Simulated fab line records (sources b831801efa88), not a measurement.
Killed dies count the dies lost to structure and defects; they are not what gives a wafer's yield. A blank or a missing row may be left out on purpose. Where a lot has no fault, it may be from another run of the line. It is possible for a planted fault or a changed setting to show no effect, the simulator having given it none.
Comparing a struck lot with a sound one	flow sky130	14 out of 708 route steps
Sound: the wafers L451.3, L451.5, L451.6. Wafers struck: L454.1, L454.3, L454.6. At the end, the cause is stated.
Each step with rows lists, per side, the tool, then ch with its chambers, then its first start. Under that, the readings that differ: sound wafers	struck wafers	difference of the means	sigmas: that difference in standard deviations of wafers without a fault.
alike: words and numbers the same on both sides, and readings whose means are apart by under 2 such deviations; not compared: readings that were withheld, readings missing a value for some wafer, numbers with overlapping values and no deviation given by the record, and bounds like >300 which may hide the same value.
The two part at a step that has a row with sigmas, a row that says differs or no value, or rows on one side only. Numbers that have no deviation but don't overlap get no sigmas and don't part them. A reading missing from all wafers of one side parts the sides only when that side holds two or more wafers.

first, 6 steps without rows for these wafers: SKY_RES_XHIGH_COAT_02 (resist thk 1140 nm); SKY_RES_XHIGH_SOFTBAKE_03 (time 60 s); SKY_RES_XHIGH_EXPOSE_04 (exposes mask URPM, target cd 1270 nm); SKY_RES_XHIGH_PEB_05; SKY_RES_XHIGH_DEVELOP_06 (develop time 60 s); SKY_RES_XHIGH_IMPLANT_07.
SKY_RES_XHIGH_STRIP_08: strips in O2/N2.
  sound on plasmaAsher-02 ch 0,1, day 27 12:11; struck on plasmaAsher-02 ch 0,1, day 28 13:45
  alike: chamberPressureMTorr, drypumpMotorCurrentA, oesProductAu, stripTimeToEndpointS
  not compared: rfHoursCounterH
SKY_RES_XHIGH_TW_MEAS_09:
  sound on filmMetro-01 at day 27 12:16; struck on filmMetro-01 at day 28 13:51
  alike: RES_XHIGH_TW
then, 4 steps without rows for these wafers: SKY_SD_N_DEHYDRATE_00 (time 60 s); SKY_SD_N_HMDS_01 (prime time 60 s); SKY_SD_N_COAT_02 (resist thk 1140 nm); SKY_SD_N_SOFTBAKE_03 (time 60 s).
SKY_SD_N_EXPOSE_04: exposes mask NSDM, target cd 380 nm.
  struck on ilineStepper-02, day 29 03:07; sound on ilineStepper-02 ch 0, day 28 02:06
  no value came back on the struck wafers for exposureDoseMJCm2, focusOffsetNm (nm); on the sound wafers exposureDoseMJCm2 reads 140.99 140.88 140.94
  alike: mask
next, for these wafers, 1 step has no rows: SKY_SD_N_PEB_05.

WHERE THEY PART
Within this record, at SKY_SD_N_EXPOSE_04 only.

WHY: whatever the simulator had introduced
Skipped step whole: ilineStepper-02, from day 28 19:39 on, at SKY_SD_N_EXPOSE_04. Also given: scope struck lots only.
